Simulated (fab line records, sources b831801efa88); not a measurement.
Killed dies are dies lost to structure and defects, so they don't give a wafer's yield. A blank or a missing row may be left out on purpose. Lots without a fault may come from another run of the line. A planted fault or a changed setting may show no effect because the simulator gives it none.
A struck lot beside a sound one | flow gf180mcu | 16 steps out of a route of 602
Sound: wafers L938.4, L938.5, L938.6. Struck: wafers L926.2, L926.5, L926.6. The cause comes at the end.
At each step with rows: each side's tool, then ch and its chambers, then its first start. Under that, the readings that differ: sound wafers | struck wafers | difference of the means | sigmas: that difference in standard deviations of wafers without a fault.
alike: readings whose means differ by less than 2 such deviations, and words and numbers that are the same on both sides. not compared: withheld readings, readings that some wafer has no value for, bounds like >300 that may hide the same value, and numbers for which the record gives no deviation and whose values overlap.
The two part at a step that has a row with sigmas, a row that says differs or no value, or rows on one side only. Numbers that don't overlap but have no deviation are shown without sigmas and don't part them. A reading that every wafer of one side lacks parts them only if that side has two wafers or more.

first, 5 steps without rows for these wafers: GF_M5_COAT_02 (resist thk 1000 nm); GF_M5_SOFTBAKE_03 (time 60 s); GF_M5_EXPOSE_04 (exposes mask Metal5, target cd 280 nm); GF_M5_PEB_05 (peb time 90 s); GF_M5_DEVELOP_06 (develop time 60 s).
GF_M5_CD_MEAS_07: target cd 280 nm.
  sound on cd_sem-01, day 32 05:14; struck on cd_sem-01, day 28 23:32
  alike: cd_nm
GF_M5_OVL_MEAS_08:
  sound on overlay-02, day 32 05:18; struck on overlay-02, day 28 23:38
  alike: M5_OVL
GF_M5_ETCH_09: etches Si3N4 in CF4/O2, target depth 52 nm, time 11.6 s.
  sound on rie_diel-02 ch 1,2,3, day 32 05:19; struck on rie_diel-04 ch 0,1,2, day 28 23:40
  alike: bias_w, drypump_motor_current_A, oes_product_au, rf_fwd_power_W, throttle_valve_pct
  not compared: rf_hours_counter_h
GF_M5_METAL_ETCH_10: etches the open film in Cl2/BCl3, stops on SiO2, target depth 750.8 nm, time 125.1 s.
  sound on rie_metal-02 ch 0,1, day 32 05:23; struck on rie_metal-04 ch 0,1, day 28 23:41
  alike: bias_w, drypump_motor_current_A, he_backside_leak_sccm, oes_product_au, rf_fwd_power_W, throttle_valve_pct
  not compared: rf_hours_counter_h
GF_M5_STRIP_11: strips in O2/N2.
  sound on plasma_asher-03 ch 0,1, day 32 05:31; struck on plasma_asher-03 ch 0,1, day 28 23:49
  alike: drypump_motor_current_A, heater_power_w, oes_product_au, platen_temp_c, strip_time_to_endpoint_s
  not compared: rf_hours_counter_h
then, 2 steps without rows for these wafers: GF_M5_STRIP_12 (strips in post etch residue remover, time 1200 s); GF_M5_CLEAN_13 (cleans in DIW).
GF_V5_CVD_00: deposits SiO2, target thk 300 nm, time 50 s.
  sound on hdpcvd-01 ch 0,1,2, day 32 06:25; struck on hdpcvd-02 ch 0,2, day 29 00:22
  reading                             | sound             | struck            | difference | sigmas
  sih4_flow_sccm (sccm)               | 60.08 60.21 60.24 | 50.94 51.03 50.98 | -9.19      | -48
  model.SiO2_of_V5_CVD_00.thk_nm (nm) | 305.2 294.8 300.7 | 257.9 258.2 259.7 | -41.6      |
GF_V5_THK_MEAS_01:
  sound on film_metro-04, day 32 06:28; struck on film_metro-01, day 29 00:25
  reading            | sound       | struck      | difference | sigmas
  V5_CVD_00_THK (nm) | 305 295 301 | 258 258 260 | -42        | -10
GF_V5_CVD_02: deposits SiO2 from TEOS, target thk 1450 nm, time 163.28 s.
  sound on pecvd-01 ch 0,1,2, day 32 06:34; struck on pecvd-02 ch 0,1,2, day 29 00:28
  alike: heater_power_w, rf_fwd_power_W
then, 1 step without rows for these wafers: GF_PASSIVATION_PROBE_99.

WHERE THEY PART
First at GF_V5_CVD_00; last, within this record, at GF_V5_THK_MEAS_01. Later steps at which nothing parts them and some readings are alike: GF_V5_CVD_02.

WHY: what the simulator had put in
Process parameter drift: hdpcvd-02, from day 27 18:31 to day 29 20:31, at GF_V5_CVD_00. Setting sih4_flow_sccm, moved by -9, from 60. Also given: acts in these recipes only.
